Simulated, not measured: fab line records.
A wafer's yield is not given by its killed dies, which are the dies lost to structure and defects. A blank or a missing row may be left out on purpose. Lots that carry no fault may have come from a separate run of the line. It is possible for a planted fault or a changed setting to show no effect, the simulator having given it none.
A single fault, viewed from 2 desks || flow gf180mcu || numbers are kept per desk, each desk with only its own; the story behind them comes last

== DESK OF THE TOOL OWNER: krf_scanner-01 ==
The tool's own readings at GF_M1_EXPOSE_11 (exposes mask Metal1, target cd 230 nm): means of the sampled wafers that have a number, for each lot that ran on this tool. A lot is out of limits, marked OUT, if its mean lies more than 4 standard deviations from the usual mean; the brackets give that distance.
Columns: A = exposure_dose_mJ_cm2 at GF_M1_EXPOSE_11, usual 28.000
{"lot": "L276", "first seen here": "day 16 15:21", "A": 27.989}
{"lot": "L279", "first seen here": "day 17 17:24", "A": 27.982}
{"lot": "L280", "first seen here": "day 18 01:23", "A": 27.992}
{"lot": "L281", "first seen here": "day 18 15:07", "A": 28.023}
{"lot": "L286", "first seen here": "day 20 17:14", "A": 28.008}
{"lot": "L292", "first seen here": "day 22 15:16", "A": "21.834 (-99 or more) OUT"}
{"lot": "L293", "first seen here": "day 22 21:15", "A": "21.819 (-99 or more) OUT"}
{"lot": "L294", "first seen here": "day 23 08:28", "A": "24.066 (-99 or more) OUT"}
Finding of this desk: L292, L293, L294 out of limits; the first was L292 at day 22 15:16, on exposure_dose_mJ_cm2 at GF_M1_EXPOSE_11. In limits: L276, L279, L280, L281, L286.

== AT THE METROLOGY DESK ==
Means of the sampled wafers that have a number, per lot and without regard to the tool the lot ran on: this is what the gauges read. A lot is out of limits, marked OUT, if its mean lies more than 4 standard deviations from the usual mean; the brackets give that distance.
Columns: A = SALICIDE_TIN_RS at GF_SALICIDE_RS_MEAS_04, usual 16.37 ohm/sq; B = cd_nm at GF_M1_CD_MEAS_14, usual 230.2 nm
{"lot": "L276", "first seen here": "day 15 03:14", "A": 16.29, "B": 230.9}
{"lot": "L277", "first seen here": "day 15 17:50", "A": 16.47, "B": 231.5}
{"lot": "L278", "first seen here": "day 15 20:16", "A": 16.72, "B": 232.1}
{"lot": "L279", "first seen here": "day 16 04:02", "A": 16.49, "B": 232.6}
{"lot": "L280", "first seen here": "day 16 12:12", "A": 16.01, "B": 229.2}
{"lot": "L281", "first seen here": "day 17 01:16", "A": 16.19, "B": 230.4}
{"lot": "L282", "first seen here": "day 17 10:03", "A": 16.50, "B": 229.1}
{"lot": "L283", "first seen here": "day 17 18:33", "A": 16.53, "B": 229.0}
{"lot": "L284", "first seen here": "day 18 03:11", "A": 16.51, "B": 229.5}
{"lot": "L285", "first seen here": "day 18 10:25", "A": 16.16, "B": 229.8}
{"lot": "L286", "first seen here": "day 19 01:39", "A": 16.21, "B": 229.6}
{"lot": "L292", "first seen here": "day 21 00:22", "A": 16.51, "B": "267.9 (+29) OUT"}
{"lot": "L293", "first seen here": "day 21 06:28", "A": 16.20, "B": "268.4 (+29) OUT"}
{"lot": "L294", "first seen here": "day 21 18:58", "A": 16.69, "B": "253.6 (+18) OUT"}
{"lot": "L297", "first seen here": "day 22 14:31", "A": 16.59, "B": 231.3}
Finding of this desk: L292, L293, L294 out of limits; the first was L292 at day 23 02:53, on cd_nm at GF_M1_CD_MEAS_14. In limits: L276, L277, L278, L279, L280, L281, L282, L283, L284, L285, L286, L297.

== TAKEN TOGETHER ==
On L292, L293, L294, at day 22 15:16, an alarm was possible from the tool owner's desk.
Metrology desk: alarm possible at day 23 02:53 on L292, L293, L294.
On krf_scanner-01, each named lot ran GF_M1_EXPOSE_11.

== WHAT WAS PUT IN BY THE SIMULATOR ==
Process parameter drift: krf_scanner-01, from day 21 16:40 on, at GF_M1_EXPOSE_11. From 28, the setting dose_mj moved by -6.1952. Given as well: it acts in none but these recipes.
Lots struck among those shown: L292, L293, L294.
Time in hours from fault onset to the first out-of-limits reading at each desk: tool owner's desk 23, metrology desk 34.
